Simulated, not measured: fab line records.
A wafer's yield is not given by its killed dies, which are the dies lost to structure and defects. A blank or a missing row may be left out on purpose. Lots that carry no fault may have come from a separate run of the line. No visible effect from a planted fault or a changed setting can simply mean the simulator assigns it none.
fab line records	flow sky130
record: lots: 6	wafers: 18	last_day: 49
route steps=708 shown METAL2@495 VIA2@507 PAD_OPEN@708
lots that met no fault: from a run of the same line without faults
start_h: the number of hours between the record's first day and the start of the first shown wafer of the lot	wait_h: hours since the lot's step before	" the same as in the row above	L1.1+2: several wafers, shown together as one row	- either no value or no given start	* or withheld: withheld	< > ~ a bound
route shown NAME@n: NAME is a module with steps in the file, n the number in the route of the first one	usual: mean and standard deviation over wafers with no fault	same: alike in all rows	chamber/n: place in a boat	sites: each site's reading	_std_site: the standard deviation of these	_edge_site: the outer-site mean with the inner-site mean subtracted	radius_mm: for every site, how far away it sits from the centre of the wafer	mask NAME#n: copy n	behind: tool/chamber where the wafer was last shaped	hold: what put the lot on hold/how long, in hours/how the hold closed	device: the transistor (n, p or np) that didn't switch	end of line: the same wafers' tests at the end of the route	a step given without rows: its recipe and nothing more	killed: count of dies lost to structure and defects at first sort (not the wafer's yield)	map: per-die view of a wafer (x killed, . not killed, _ where there is no die)
set.NAME: the setting the step ran with; set.NAME@STEP: the setting that earlier step ran with	model.NAME: the simulator's own value behind a step, which no gauge read
lots at selected steps of the route; one table per step, one row per wafer
services: a tool's chamber out of use, with start hour (start_h, from the record's first day; less than 0 if before it), hours out, and reason
== steps ==
step: SKY_METAL2_EXPOSE_12
recipe: mask_id: MM2	na: 0.8	source_shape: annular	sigma_inner: 0.55	sigma_outer: 0.85	target_cd_nm: 140	dose_mj: 28
step: SKY_METAL2_PEB_13
recipe: peb_temp_c: withheld	peb_time_s: withheld	resist: KrF-thick
step: SKY_METAL2_DEVELOP_14
recipe: develop_time_s: 60	resist: KrF-thick	dev_temp_c: 21
step: SKY_METAL2_CD_MEAS_15
recipe: target_cd_nm: 140
usual: cd_nm: 139.6/1.4
lot.wafer	tool	chamber	start_h	wait_h	cd_nm
L540.1	cd_sem-01	-	852.37	-	140.2
L540.2	"	-	"	"	141.2
L540.5	"	-	"	"	141.0
L541.2	cd_sem-02	-	861.89	-	136.9
L541.5	"	-	"	"	138.1
L541.6	"	-	"	"	138.8
L548.1	cd_sem-01	-	916.77	-	139.2
L548.2	"	-	"	"	139.1
L548.3	"	-	"	"	138.5
L550.4	cd_sem-02	-	928.48	-	138.5
L550.5	"	-	"	"	139.1
L550.6	"	-	"	"	139.5
L551.1	cd_sem-01	-	940.42	-	139.2
L551.3	"	-	"	"	138.6
L551.6	"	-	"	"	138.5
L556.3	cd_sem-02	-	965.16	-	144.0
L556.5	"	-	"	"	142.2
L556.6	"	-	"	"	141.7
step: SKY_METAL2_OVL_MEAS_16
usual: METAL2_OVL: -2/5.8
lot.wafer	tool	chamber	start_h	wait_h	METAL2_OVL[nm]
L540.1	overlay-01	-	852.49	0.1	-5
L540.2	"	-	"	"	-6
L540.5	"	-	"	"	-4
L541.2	overlay-01	-	862.00	0.1	7
L541.5	"	-	"	"	-4
L541.6	"	-	"	"	1
L548.1	overlay-01	-	916.89	0.1	-2
L548.2	"	-	"	"	-10
L548.3	"	-	"	"	-10
L550.4	overlay-02	-	928.56	0.1	-2
L550.5	"	-	"	"	3
L550.6	"	-	"	"	-7
L551.1	overlay-01	-	940.54	0.1	4
L551.3	"	-	"	"	1
L551.6	"	-	"	"	3
L556.3	overlay-02	-	965.25	0.1	5
L556.5	"	-	"	"	8
L556.6	"	-	"	"	2
step: SKY_METAL2_DESCUM_17
recipe: chemistry: O2	source_power_w: 150	bias_power_w: 0	pressure_mtorr: 10	temp_c: 40	time_s: 8
usual: drypump_motor_current_A: 5.7/0.4	oes_product_au: 0.994/0.018
same: bias_power_w: 0
lot.wafer	tool	chamber	start_h	wait_h	drypump_motor_current_A	oes_product_au	rf_hours_counter_h
L540.1	rie_metal-02	1	852.53	0.0	5.7	0.994	15
L540.2	"	0	"	"	5.3	0.984	2
L540.5	"	0	"	"	5.2	0.979	-
L541.2	rie_metal-02	1	862.03	0.0	5.7	1.011	16
L541.5	"	0	"	"	5.3	0.980	-
L541.6	"	1	"	"	5.7	1.002	-
L548.1	rie_metal-04	0	916.93	0.0	5.5	1.035	0
L548.2	"	1	"	"	6.4	1.026	12
L548.3	"	0	"	"	5.5	1.025	-
L550.4	rie_metal-02	0	928.61	0.0	5.2	0.977	-
L550.5	"	0	"	"	5.3	0.979	-
L550.6	"	0	"	"	5.2	0.973	-
L551.1	rie_metal-04	0	940.58	0.0	5.5	1.024	1
L551.3	"	1	"	"	6.4	1.036	-
L551.6	"	1	"	"	6.4	1.043	-
L556.3	rie_metal-03	1	965.29	0.0	6.2	0.989	-
L556.5	"	1	"	"	6.2	0.986	-
L556.6	"	0	"	"	5.5	0.982	-
step: SKY_METAL2_ETCH_18
recipe: chemistry: N2/H2	target: BARC	ion_energy_ev: 200	bias_w: 100	pressure_mtorr: 30	n2_flow_sccm: 100	h2_flow_sccm: 200	icp_w: 500	stop_on: SiO2	time_s: 45.9	target_depth_a: 600
usual: drypump_motor_current_A: 5.7/0.4	n2_flow_sccm: 100.0/0.3	oes_product_au: 0.854/0.005	throttle_valve_pct: 13.225/0.009
lot.wafer	tool	chamber	start_h	wait_h	drypump_motor_current_A	n2_flow_sccm	oes_product_au	rf_hours_counter_h	throttle_valve_pct
L540.1	rie_metal-02	1	852.56	0.0	5.7	100.0	0.850	15	13.245
L540.2	"	0	"	"	5.3	100.4	0.853	2	13.227
L540.5	"	0	"	"	5.2	99.9	0.851	-	13.243
L541.2	rie_metal-02	1	862.06	0.0	5.7	100.1	0.864	16	13.209
L541.5	"	0	"	"	5.3	99.8	0.850	-	13.241
L541.6	"	1	"	"	5.7	100.1	0.862	-	13.216
L548.1	rie_metal-04	0	916.96	0.0	5.6	100.4	0.856	0	13.232
L548.2	"	1	"	"	6.4	100.0	0.851	12	13.224
L548.3	"	0	"	"	5.5	100.4	0.853	-	13.226
L550.4	rie_metal-02	0	928.70	0.1	5.3	100.1	0.859	-	13.220
L550.5	"	0	"	"	5.2	100.1	0.851	-	13.220
L550.6	"	0	"	"	5.3	100.2	0.857	-	13.216
L551.1	rie_metal-04	0	940.61	0.0	5.5	100.5	0.852	1	13.233
L551.3	"	1	"	"	6.4	99.9	0.862	-	13.224
L551.6	"	1	"	"	6.4	99.8	0.860	-	13.221
L556.3	rie_metal-03	1	965.33	0.0	6.2	99.6	0.858	-	13.222
L556.5	"	1	"	"	6.2	99.5	0.862	-	13.217
L556.6	"	0	"	"	5.6	99.9	0.857	-	13.212
step: SKY_METAL2_METAL_ETCH_19
recipe: target_depth_a: 3600	stop_on: SiO2	over_etch_frac: 0.3	time_s: 78	chemistry: Cl2/BCl3	resist_sidewall_deg: 88	pressure_mtorr: 10	icp_w: 900	bias_w: 48.5	Cl2_flow_sccm: 60	bcl3_flow_sccm: 30
usual: bcl3_flow_sccm: 30.00/0.092	drypump_motor_current_A: 5.7/0.4	oes_product_au: 0.850/0.0083	throttle_valve_pct: 22.266/0.01
lot.wafer	tool	chamber	start_h	wait_h	bcl3_flow_sccm	drypump_motor_current_A	oes_product_au	rf_hours_counter_h	throttle_valve_pct
L540.1	rie_metal-02	1	852.62	0.0	30.19	5.7	0.837	15	22.260
L540.2	"	0	"	"	30.27	5.2	0.837	2	22.257
L540.5	"	0	"	"	29.98	5.3	0.867	-	22.264
L541.2	rie_metal-02	1	862.12	0.0	29.97	5.7	0.845	16	22.263
L541.5	"	0	"	"	29.94	5.3	0.845	-	22.271
L541.6	"	1	"	"	30.01	5.7	0.833	-	22.273
L548.1	rie_metal-04	0	917.02	0.0	29.87	5.5	0.839	0	22.261
L548.2	"	1	"	"	29.90	6.4	0.859	12	22.251
L548.3	"	0	"	"	29.88	5.5	0.857	-	22.266
L550.4	rie_metal-02	0	928.86	0.1	30.07	5.2	0.842	-	22.245
L550.5	"	0	"	"	29.91	5.3	0.842	-	22.268
L550.6	"	0	"	"	30.01	5.2	0.848	-	22.271
L551.1	rie_metal-04	0	940.67	0.0	29.99	5.5	0.843	2	22.257
L551.3	"	1	"	"	30.05	6.4	0.851	-	22.272
L551.6	"	1	"	"	30.26	6.4	0.848	-	22.283
L556.3	rie_metal-03	1	965.40	0.1	29.90	6.2	0.857	-	22.260
L556.5	"	1	"	"	30.01	6.2	0.845	-	22.260
L556.6	"	0	"	"	29.96	5.6	0.846	-	22.276
step: SKY_METAL2_STRIP_20
recipe: chemistry: O2/N2	power_w: 1400	pressure_mtorr: 1500	platen_temp_c: withheld	o2_flow_sccm: 3000	n2_flow_sccm: 300	overash_fraction: 0.4868
usual: drypump_motor_current_A: 5.5/0.38	n2_flow_sccm: 300.1/0.89	oes_product_au: 0.343/0.0059	strip_time_to_endpoint_s: 2.72/0.079
lot.wafer	tool	chamber	start_h	wait_h	drypump_motor_current_A	n2_flow_sccm	oes_product_au	rf_hours_counter_h	strip_time_to_endpoint_s
L540.1	plasma_asher-02	1	852.71	0.1	5.3	300.0	0.338	73	2.71
L540.2	"	0	"	"	5.7	299.5	0.340	73	2.79
L540.5	"	0	"	"	5.7	296.8	0.347	-	2.76
L541.2	plasma_asher-03	0	862.21	0.1	5.1	298.0	0.345	108	2.73
L541.5	"	1	"	"	5.9	299.9	0.347	-	2.79
L541.6	"	0	"	"	5.1	299.2	0.339	-	2.70
L548.1	plasma_asher-04	1	917.11	0.1	5.0	301.2	0.339	18	2.60
L548.2	"	0	"	"	6.0	300.0	0.335	18	2.58
L548.3	"	1	"	"	5.0	300.5	0.334	-	2.59
L550.4	plasma_asher-03	1	928.98	0.1	5.9	300.0	0.347	-	2.78
L550.5	"	1	"	"	5.9	297.9	0.348	-	2.76
L550.6	"	0	"	"	5.0	300.0	0.343	-	2.76
L551.1	plasma_asher-03	1	940.76	0.1	5.9	299.4	0.339	116	2.61
L551.3	"	1	"	"	5.9	300.2	0.346	-	2.58
L551.6	"	0	"	"	5.0	300.4	0.328	-	2.53
L556.3	plasma_asher-04	0	965.49	0.1	6.0	301.2	0.344	-	2.75
L556.5	"	0	"	"	6.0	299.6	0.346	-	2.77
L556.6	"	1	"	"	5.0	300.1	0.354	-	2.78
step: SKY_METAL2_STRIP_21
recipe: chemistry: post_etch_residue_remover	time_s: 1200	temp_c: 72.5
step: SKY_METAL2_CLEAN_22
recipe: chemistry: IPA	time_s: 180	temp_c: 25
step: SKY_METAL2_CLEAN_23
recipe: chemistry: O3/DIW	dry: n2_spin
step: SKY_VIA2_HDPCVD_00
recipe: material: SiO2	target_thk_nm: 1180	sigma_open_frac: 0.3	time_s: 196.7	temp_c: 400	sih4_flow_sccm: 60	pressure_mtorr: 6
lot.wafer	tool	chamber	start_h	wait_h	model.SiO2_of_VIA2_HDPCVD_00.thk_nm
L540.1	hdpcvd-01	2	853.34	0.0	1190
L540.2	"	0	"	"	1176
L540.5	"	1	"	"	1167
L541.2	hdpcvd-02	0	862.84	0.0	1174
L541.5	"	2	"	"	1169
L541.6	"	1	"	"	1172
L548.1	hdpcvd-01	2	917.70	0.0	1202
L548.2	"	1	"	"	1158
L548.3	"	0	"	"	1175
L550.4	hdpcvd-02	1	929.65	0.1	597.4
L550.5	"	0	"	"	606.9
L550.6	"	2	"	"	583.1
L551.1	hdpcvd-02	1	941.37	0.0	588.3
L551.3	"	2	"	"	573.9
L551.6	"	1	"	"	578.8
L556.3	hdpcvd-01	1	966.56	0.0	1179
L556.5	"	0	"	"	1195
L556.6	"	2	"	"	1185
step: SKY_VIA2_THK_MEAS_01
recipe: reads: SiO2_of_VIA2_HDPCVD_00
usual: VIA2_HDPCVD_THK: 1181/13
lot.wafer	tool	chamber	start_h	wait_h	hold	VIA2_HDPCVD_THK[nm]
L540.1	film_metro-03	-	853.46	0.1	-	1191
L540.2	"	-	"	"	-	1175
L540.5	"	-	"	"	-	1166
L541.2	film_metro-03	-	862.98	0.1	-	1175
L541.5	"	-	"	"	-	1169
L541.6	"	-	"	"	-	1171
L548.1	film_metro-01	-	917.83	0.1	-	1202
L548.2	"	-	"	"	-	1158
L548.3	"	-	"	"	-	1175
L550.4	film_metro-03	-	929.74	0.0	await_dispo/0.2h/release	597
L550.5	"	-	"	"	await_dispo/0.2h/release	607
L550.6	"	-	"	"	await_dispo/0.2h/release	583
L550.4	film_metro-03	-	929.96	0.2	-	597
L550.5	"	-	"	"	-	607
L550.6	"	-	"	"	-	583
L551.1	film_metro-04	-	941.49	0.1	await_dispo/0.2h/release	588
L551.3	"	-	"	"	await_dispo/0.2h/release	574
L551.6	"	-	"	"	await_dispo/0.2h/release	579
L551.1	film_metro-04	-	941.72	0.2	-	588
L551.3	"	-	"	"	-	574
L551.6	"	-	"	"	-	579
L556.3	film_metro-01	-	966.71	0.1	-	1179
L556.5	"	-	"	"	-	1195
L556.6	"	-	"	"	-	1186
step: SKY_PAD_OPEN_PROBE_99
usual: defect_limited_yield: 82.2/2.2	killed_at_M0_to_M3: 45/7.1	killed_at_M4_up: 3.0/1.8	killed_at_contacts: 24/5.4	killed_at_front_end: 16/4.9	killed_at_other: 0.3/0.63	killed_dies: 88/11	killed_open: 47/7.4	killed_short: 40/7	sort_bin_3_pad_short: 1.0/0.43	sort_bin_5_function: 10.6/1.7	sort_bin_6_memory: 6.3/1.1	sort_n_pass: 404/11	sort_yield_pct: 82.2/2.2
same: gross_dies: 492	killed_at_back_side: 0	sort_bin_4_leakage[%]: 0	sort_bin_8_speed[%]: 0
lot.wafer	tool	chamber	start_h	wait_h	defect_limited_yield[%]	killed_at_M0_to_M3	killed_at_M4_up	killed_at_contacts	killed_at_front_end	killed_at_other	killed_dies	killed_open	killed_short	sort_bin_3_pad_short[%]	sort_bin_5_function[%]	sort_bin_6_memory[%]	sort_n_pass	sort_yield_pct[%]
L540.1	prober-01	-	1100.90	0.1	77.0	59	1	33	20	0	113	58	55	1.6	12.6	8.7	379	77.0
L540.2	prober-01	-	1100.95	0.1	79.3	46	4	29	23	0	102	49	52	1.2	11.6	7.9	390	79.3
L540.5	prober-01	-	1101.10	0.2	80.9	38	2	26	27	1	94	46	47	1.8	11.2	6.1	398	80.9
L548.1	prober-01	-	1150.35	0.1	80.7	47	2	22	23	1	95	46	49	0.8	13.2	5.3	397	80.7
L548.2	prober-01	-	1150.40	0.1	82.9	41	4	23	16	0	84	50	34	1.0	9.8	6.3	408	82.9
L548.3	prober-01	-	1150.45	0.2	81.5	46	5	23	17	0	91	46	44	0.8	10.2	7.5	401	81.5
killed by level:class
L540.1 VIA1:geometric_particle:open=12 LI_CONTACT:geometric_particle:open=11 CONTACT:geometric_particle:open=11 VIA1:geometric_particle:short=9 METAL2:geometric_particle:short=9 VIA2:geometric_particle:open=8 CONTACT:geometric_particle:short=7 FIELD_ISO:geometric_particle:open=5
L540.2 CONTACT:geometric_particle:open=13 METAL1:geometric_particle:short=7 VIA1:geometric_particle:open=7 FIELD_ISO:geometric_particle:open=6 LOCAL_INTERCONNECT:geometric_particle:short=6 VIA1:geometric_particle:short=6 VIA3:geometric_particle:open=6 POLY_GATE:geometric_particle:short=5
L540.5 FIELD_ISO:geometric_particle:short=9 CONTACT:geometric_particle:open=8 LI_CONTACT:geometric_particle:open=7 VIA1:geometric_particle:open=7 FIELD_ISO:geometric_particle:open=6 VIA1:geometric_particle:short=6 POLY_GATE:geometric_particle:open=5 VIA3:geometric_particle:open=5
L548.1 METAL1:geometric_particle:short=10 POLY_GATE:geometric_particle:open=9 CONTACT:geometric_particle:open=7 CONTACT:geometric_particle:short=7 LI_CONTACT:geometric_particle:open=6 VIA2:geometric_particle:open=6 VIA1:geometric_particle:short=6 VIA1:geometric_particle:open=6
L548.2 VIA2:geometric_particle:open=10 CONTACT:geometric_particle:open=9 VIA1:geometric_particle:short=8 FIELD_ISO:geometric_particle:open=7 LI_CONTACT:geometric_particle:open=7 VIA1:geometric_particle:open=6 VIA2:geometric_particle:short=4 METAL1:geometric_particle:short=4
L548.3 VIA1:geometric_particle:open=11 CONTACT:geometric_particle:open=8 VIA2:geometric_particle:open=8 LI_CONTACT:geometric_particle:open=7 METAL1:geometric_particle:short=7 FIELD_ISO:geometric_particle:short=5 POLY_GATE:geometric_particle:short=5 METAL4:geometric_particle:short=5
== services ==
tool	chamber	start_h	hours	kind
rie_metal-03	-	839.38	28.1	pm
plasma_asher-02	-	851.84	0.8	repair
rie_metal-02	-	854.92	0.4	repair
hdpcvd-01	0	885.18	5.9	repair
rie_metal-04	0	885.31	-	clean
rie_metal-04	0	885.31	20.2	scheduled_down
rie_metal-04	0	885.31	20.2	vent_cycle
plasma_asher-04	-	888.23	1.2	repair
hdpcvd-02	-	892.82	5.5	pm
hdpcvd-01	-	895.05	0.4	repair
plasma_asher-04	-	895.32	0.3	repair
rie_metal-03	0	899.86	1.0	repair
plasma_asher-03	-	910.96	3.8	repair
rie_metal-02	1	921.66	-	clean
rie_metal-02	1	921.66	25.9	scheduled_down
rie_metal-02	1	921.66	25.9	vent_cycle
hdpcvd-01	-	941.34	2.9	repair
hdpcvd-01	-	950.25	15.0	pm
hdpcvd-01	0	950.25	15.0	vent_cycle
hdpcvd-01	1	950.25	15.0	vent_cycle
hdpcvd-01	2	950.25	15.0	vent_cycle
hdpcvd-01	0	965.25	-	clean
hdpcvd-01	1	965.25	-	clean
hdpcvd-01	2	965.25	-	clean
== key ==
first_sign: step: SKY_VIA2_THK_MEAS_01	reading: visit	direction: added
effect: step: SKY_VIA2_THK_MEAS_01	reading: VIA2_HDPCVD_THK	direction: down	sigmas: 47	usual: 1181	struck: 588
model_effect: step: SKY_VIA2_HDPCVD_00	value: SiO2_of_VIA2_HDPCVD_00.thk_nm	without: 1178	struck: 588.1
met_at SKY_VIA2_HDPCVD_00
struck_wafers L550.4,L550.5,L550.6,L551.1,L551.3,L551.6
scrapped_behind SKY_VIA2_THK_MEAS_01 L550.4,L550.5,L550.6,L551.1,L551.3,L551.6
onset_between 862.84 929.65
also_fits SKY_METAL2_STRIP_20:plasma_asher-03
fault: kind: process_parameter_drift	tool: hdpcvd-02	chamber: -	onset_h: 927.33	steps: SKY_VIA2_HDPCVD_00	channel: target_thk_nm	offset: -590.15	shape: step	end_h: 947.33	acts_in: these_recipes_only	stated: 1180
